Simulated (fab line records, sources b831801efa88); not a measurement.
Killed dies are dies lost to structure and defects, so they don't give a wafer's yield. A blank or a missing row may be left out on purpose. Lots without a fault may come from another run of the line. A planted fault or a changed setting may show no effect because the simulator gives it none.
fab line records | flow sfq_line
record lots=7 wafers=21 last_day=90
route steps=325 shown I2@117 M3@118
lots that met no fault: from a run of the same line without faults
start_h: hours from the record's first day to the start of the lot's first wafer shown | wait_h: hours since the lot's step before | " the same as in the row above | L1.1+2: a row that stands for several wafers | - no value, or no start given | * or withheld: withheld | < > ~ a bound
route shown NAME@n: a module of which the file shows steps, and the number in the route of the first | usual: mean/standard deviation of fault-free wafers | same: alike in all rows | chamber/n: place in a boat | sites: the reading at each site | _std_site: their standard deviation | _edge_site: outer sites' mean less inner sites' | radius_mm: how far each site lies from the wafer's centre | mask NAME#n: copy n | behind: the tool/chamber that last shaped the wafer | hold: why the lot was held/for how many hours/how that ended | device: the transistor (n, p or np) that didn't switch | end of line: the same wafers' tests at the end of the route | a step without rows: its recipe alone | killed: dies lost to structure and defects at the first sort, not the wafer's yield | map: a wafer's dies, x killed, . not, _ none there
set.NAME: the setting as run; set.NAME@STEP: as run at that earlier step | model.NAME: the simulator's own value behind a step, which no gauge read
lots at some steps of the route; a table a step, a row a wafer
services: from which hour (start_h, from the record's first day; less than 0 if before it) a tool's chamber was out of use, for how many hours, and why
## steps
# step SFQ_TRILAYER_I2_VIA_STRIP_SOLV_CLEAN_072
# recipe chemistry=NMP temp_c=70 time_s=600
# step SFQ_TRILAYER_M3_DEP_PRE_CLEAN_074
# recipe gas=Ar time_s=22.5 bias_v=250
# step SFQ_TRILAYER_M3_DEP_SPUTTER_073
# recipe material=Nb base_pressure_pa=1.33e-06 chamber_pressure_pa=0.1333 substrate_temp_c=20 resputter_cathode_voltage_v=400 target_thk_nm=200 power_w=2000 time_s=133.3
# usual cathode_dc_power_W=2000.0/0.37 throttle_valve_pct=30.2/0.99
# columns lot.wafer tool chamber start_h wait_h cathode_dc_power_W throttle_valve_pct
L369.1 pvd_sputter-05 - 706.43 0.0 1999.6 31.6
L369.5 " - " " 2000.1 30.0
L369.6 " - " " 1999.9 30.0
L373.1 pvd_sputter-05 - 781.21 0.0 1999.6 30.6
L373.3 " - " " 1999.2 31.6
L373.5 " - " " 2000.9 31.5
L384.2 pvd_sputter-06 - 959.99 0.0 2000.0 30.4
L384.3 " - " " 1999.7 32.2
L384.6 " - " " 2000.3 32.1
L385.1 pvd_sputter-05 - 972.84 0.0 2000.0 31.4
L385.2 " - " " 2000.2 30.1
L385.3 " - " " 1999.8 30.2
L386.1 pvd_sputter-03 - 976.44 0.0 2000.2 28.9
L386.3 " - " " 2000.2 29.0
L386.5 " - " " 2000.0 29.7
L389.2 pvd_sputter-05 - 993.20 0.0 1999.4 30.4
L389.3 " - " " 2000.6 29.9
L389.5 " - " " 1999.9 29.9
L391.1 pvd_sputter-06 - 1001.71 0.0 1999.9 30.4
L391.3 " - " " 1999.9 29.4
L391.6 " - " " 1999.8 30.4
# step SFQ_M3_RS_MEAS_919
# recipe thk_meas_gauge=four-point-probe reads=Nb_of_TRILAYER_M3_DEP_SPUTTER_073
# usual M3_NB_RS=0.889/0.01
# columns lot.wafer tool chamber start_h wait_h M3_NB_RS[ohm/sq]
L369.1 film_metro-04 - 706.52 0.0 0.894
L369.5 " - " " 0.882
L369.6 " - " " 0.887
L373.1 film_metro-01 - 781.30 0.0 0.903
L373.3 " - " " 0.895
L373.5 " - " " 0.898
L384.2 film_metro-02 - 960.10 0.1 0.887
L384.3 " - " " 0.886
L384.6 " - " " 0.880
L385.1 film_metro-01 - 972.93 0.0 0.886
L385.2 " - " " 0.880
L385.3 " - " " 0.879
L386.1 film_metro-04 - 976.53 0.0 0.896
L386.3 " - " " 0.882
L386.5 " - " " 0.892
L389.2 film_metro-04 - 993.31 0.1 0.897
L389.3 " - " " 0.893
L389.5 " - " " 0.897
L391.1 film_metro-01 - 1001.80 0.0 0.902
L391.3 " - " " 0.894
L391.6 " - " " 0.903
# step SFQ_TRILAYER_M3_LITHO_COAT_080
# recipe resist=BARC spin_rpm=3000 resist_thk_nm=62
# step SFQ_TRILAYER_M3_LITHO_COAT_075
# recipe resist=KrF spin_rpm=3000 resist_thk_nm=600
# step SFQ_TRILAYER_M3_LITHO_SOFTBAKE_079
# recipe temp_c=withheld time_s=withheld resist=KrF
# step SFQ_TRILAYER_M3_LITHO_EXPOSE_076
# recipe mask_id=M3 na=0.6 source_shape=conventional sigma_outer=0.65 target_cd_nm=500 dose_mj=14.4
# step SFQ_TRILAYER_M3_LITHO_PEB_078
# recipe peb_temp_c=115 peb_time_s=60 resist=KrF
# step SFQ_TRILAYER_M3_LITHO_DEVELOP_077
# recipe time_s=60 resist=KrF
# step SFQ_M3_OVL_MEAS_921
# usual M3_OVL=1/5.5
# columns lot.wafer tool chamber start_h wait_h M3_OVL[nm]
L369.1 overlay-01 - 712.27 0.1 -1
L369.5 " - " " 1
L369.6 " - " " 3
L373.1 overlay-01 - 783.91 0.1 9
L373.3 " - " " 14
L373.5 " - " " 3
L384.2 overlay-02 - 1100.37 0.1 7
L384.3 " - " " 7
L384.6 " - " " 5
L385.1 overlay-02 - 1109.46 0.1 12
L385.2 " - " " 1
L385.3 " - " " 5
L386.1 overlay-02 - 1111.86 0.1 1
L386.3 " - " " 7
L386.5 " - " " 1
L389.2 overlay-01 - 1122.66 0.1 3
L389.3 " - " " -1
L389.5 " - " " 4
L391.1 overlay-02 - 1132.38 0.1 -3
L391.3 " - " " -3
L391.6 " - " " -3
# step SFQ_TRILAYER_M3_BARC_OPEN_METAL_ETCH_100
# recipe mask_material=PR chemistry=O2 target_depth_nm=125 target=BARC icp_w=600 bias_w=80 pressure_mtorr=10 time_s=41.7
# usual drypump_motor_current_A=5.5/0.6 oes_product_au=0.684/0.0046
# columns lot.wafer tool chamber start_h wait_h drypump_motor_current_A oes_product_au rf_hours_counter_h model.KrF_of_TRILAYER_M3_LITHO_COAT_075.thk_nm
L369.1 rie_metal-01 1 712.31 0.0 6.7 0.697 20 519.7
L369.5 " 1 " " 6.6 0.677 - 519.6
L369.6 " 0 " " 5.1 0.684 - 520.4
L373.1 rie_metal-02 0 783.95 0.0 5.0 0.689 57 523.2
L373.3 " 1 " " 5.7 0.678 - 523.4
L373.5 " 1 " " 5.8 0.686 - 523.4
L384.2 rie_metal-01 1 1100.40 0.0 6.6 0.687 77 541.1
L384.3 " 1 " " 6.6 0.681 - 523.1
L384.6 " 1 " " 6.7 0.690 - 521.1
L385.1 rie_metal-01 0 1109.49 0.0 5.1 0.689 101 542.7
L385.2 " 1 " " 6.7 0.681 78 543.1
L385.3 " 0 " " 5.1 0.683 - 525.7
L386.1 rie_metal-01 1 1111.89 0.0 6.7 0.685 79 542
L386.3 " 0 " " 5.1 0.682 - 522.9
L386.5 " 1 " " 6.7 0.685 - 522.5
L389.2 rie_metal-03 0 1122.69 0.0 5.1 0.686 106 522.8
L389.3 " 1 " " 5.2 0.689 - 524
L389.5 " 1 " " 5.2 0.687 - 521.9
L391.1 rie_metal-03 1 1132.42 0.0 5.2 0.686 90 525.1
L391.3 " 1 " " 5.2 0.687 - 526.2
L391.6 " 0 " " 5.1 0.685 - 526.6
# step SFQ_TRILAYER_M3_ETCH_METAL_ETCH_078
# recipe target=Nb stop_on=SiO2 mask_material=PR chemistry=Cl2/Ar target_depth_nm=240 icp_w=600 bias_w=80 pressure_mtorr=10 time_s=120
# usual drypump_motor_current_A=5.5/0.6 oes_product_au=0.895/0.0069
# columns lot.wafer tool chamber start_h wait_h drypump_motor_current_A oes_product_au rf_hours_counter_h model.KrF_of_TRILAYER_M3_LITHO_COAT_075.thk_nm
L369.1 rie_metal-01 1 712.37 0.0 6.7 0.888 20 379.9
L369.5 " 1 " " 6.6 0.899 - 380.4
L369.6 " 0 " " 5.1 0.895 - 379.6
L373.1 rie_metal-02 0 784.01 0.0 5.0 0.887 57 383.5
L373.3 " 1 " " 5.7 0.891 - 382.5
L373.5 " 1 " " 5.8 0.892 - 383.5
L384.2 rie_metal-01 1 1100.48 0.1 6.6 0.891 77 402.8
L384.3 " 1 " " 6.6 0.893 - 384.7
L384.6 " 1 " " 6.6 0.909 - 383
L385.1 rie_metal-01 0 1109.55 0.0 5.1 0.897 101 402.7
L385.2 " 1 " " 6.6 0.910 78 404.3
L385.3 " 0 " " 5.1 0.901 - 384.6
L386.1 rie_metal-01 1 1111.95 0.0 6.6 0.891 79 402.8
L386.3 " 0 " " 5.1 0.899 - 382.6
L386.5 " 1 " " 6.6 0.902 - 383.5
L389.2 rie_metal-03 0 1122.75 0.0 5.1 0.881 106 381
L389.3 " 1 " " 5.2 0.893 - 384.4
L389.5 " 1 " " 5.2 0.891 - 380.9
L391.1 rie_metal-03 1 1132.48 0.0 5.3 0.881 90 382.5
L391.3 " 1 " " 5.3 0.896 - 385
L391.6 " 0 " " 5.1 0.880 - 384.3
# step SFQ_TRILAYER_M3_STRIP_STRIP_079
# recipe gas=O2 power_w=200 platen_temp_c=40 overash_fraction=0.65 chemistry=O2 pressure_mtorr=50
# usual drypump_motor_current_A=5.5/0.6 oes_product_au=0.996/0.0083
# columns lot.wafer tool chamber start_h wait_h drypump_motor_current_A oes_product_au rf_hours_counter_h
L369.1 rie_metal-01 1 712.49 0.1 6.7 0.997 20
L369.5 " 1 " " 6.6 0.998 -
L369.6 " 0 " " 5.1 0.984 -
L373.1 rie_metal-02 0 784.13 0.1 5.0 0.992 57
L373.3 " 1 " " 5.7 0.992 -
L373.5 " 1 " " 5.7 0.986 -
L384.2 rie_metal-01 1 1100.65 0.1 6.6 0.999 77
L384.3 " 1 " " 6.7 0.995 -
L384.6 " 1 " " 6.6 0.999 -
L385.1 rie_metal-01 0 1109.68 0.1 5.1 1.013 101
L385.2 " 1 " " 6.6 1.000 78
L385.3 " 0 " " 5.1 1.010 -
L386.1 rie_metal-01 1 1112.08 0.1 6.7 0.992 79
L386.3 " 0 " " 5.1 1.005 -
L386.5 " 1 " " 6.6 1.005 -
L389.2 rie_metal-03 0 1122.88 0.1 5.1 0.993 106
L389.3 " 1 " " 5.3 1.003 -
L389.5 " 1 " " 5.3 1.013 -
L391.1 rie_metal-03 1 1132.60 0.1 5.3 1.005 90
L391.3 " 1 " " 5.3 1.001 -
L391.6 " 0 " " 5.1 1.004 -
## services
# columns tool chamber start_h hours kind
rie_metal-02 0 690.51 14.1 repair
rie_metal-01 - 694.05 2.8 pm
pvd_sputter-06 - 710.94 2.3 repair
pvd_sputter-03 - 712.44 14.2 repair
rie_metal-02 - 742.32 2.8 pm
rie_metal-02 1 766.66 2.5 repair
rie_metal-03 - 775.99 1.6 repair
rie_metal-03 - 786.71 14.6 pm
rie_metal-01 - 798.07 0.6 repair
pvd_sputter-06 - 805.21 0.9 repair
pvd_sputter-03 - 807.41 7.8 repair
rie_metal-03 1 836.29 15.4 repair
pvd_sputter-03 - 838.44 0.6 repair
pvd_sputter-05 - 842.67 0.7 repair
pvd_sputter-03 - 843.21 2.6 repair
pvd_sputter-03 - 870.37 1.4 repair
pvd_sputter-03 - 873.74 3.3 repair
rie_metal-02 0 882.00 13.3 repair
rie_metal-03 - 911.19 1.9 repair
rie_metal-02 1 914.88 6.1 repair
rie_metal-02 - 971.30 28.1 pm
pvd_sputter-05 - 994.78 2.3 repair
rie_metal-01 - 1006.23 1.4 pm
rie_metal-02 0 1025.59 2.3 repair
## key
first_sign none at tools or gauges
model_effect step=SFQ_TRILAYER_M3_BARC_OPEN_METAL_ETCH_100 value=KrF_of_TRILAYER_M3_LITHO_COAT_075.thk_nm without=523.3 struck=542.2
model_effect step=SFQ_TRILAYER_M3_ETCH_METAL_ETCH_078 value=KrF_of_TRILAYER_M3_LITHO_COAT_075.thk_nm without=384.2 struck=403.1
met_at SFQ_TRILAYER_M3_BARC_OPEN_METAL_ETCH_100
struck_wafers L384.2,L385.1,L385.2,L386.1
onset_between 712.31 1100.40
fault kind=process_parameter_drift tool=rie_metal-01 chamber=- onset_h=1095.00 steps=SFQ_TRILAYER_M3_BARC_OPEN_METAL_ETCH_100 channel=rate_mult offset=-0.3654 shape=step end_h=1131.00 scope=struck_wafers_only
